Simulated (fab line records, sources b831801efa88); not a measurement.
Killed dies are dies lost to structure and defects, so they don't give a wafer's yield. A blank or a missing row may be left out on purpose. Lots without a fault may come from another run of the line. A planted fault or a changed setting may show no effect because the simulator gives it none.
Chamber matching | flow gf180mcu | GF_V4_CVD_02 on pecvd-02: 3 sister chambers
The step deposits SiO2 from TEOS, target thk 850 nm, time 94.851 s. 3 wafers are shown with their chamber, then 8 later ones without.

WAFERS WITH THEIR CHAMBER
wafer  | chamber | heater_power_w (W)
L088.2 | 2       | 813
L088.3 | 0       | 671
L088.4 | 1       | 687

WAFERS WITHOUT THEIR CHAMBER
wafer  | heater_power_w (W)
L088.5 | 821
L088.6 | 702
L089.1 | 619
L089.2 | 796
L089.3 | 764
L089.4 | 646
L089.5 | 603
L089.6 | 657

WHICH CHAMBER EACH WENT THROUGH
wafer  | from the rows above          | in truth
L088.5 | 2                            | 2
L088.6 | can't be placed: 1 or 0      | 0
L089.1 | can't be placed: 0 or 1      | 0
L089.2 | 2                            | 2
L089.3 | can't be placed: 2 or 1 or 0 | 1
L089.4 | can't be placed: 0 or 1      | 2
L089.5 | can't be placed: 0 or 1      | 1
L089.6 | can't be placed: 0 or 1      | 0
Placed correctly: 2 of 8. Can't be placed from these rows: 6 (the true chamber is among the candidates in 5). Placed wrongly: 0.
How it was worked out, from the rows above alone: a wafer's distance from a chamber is the root of the sum, over the readings, of the square of ((its reading less the chamber's mean) divided by the reading's scatter). The wafer belongs to the nearest chamber; if the next one is less than 2 further off, it can't be placed. A chamber's mean is the mean of its shown wafers. The scatter: with one shown wafer a chamber, the root of the mean of the squares of how far each hidden wafer lies from its nearest shown one.
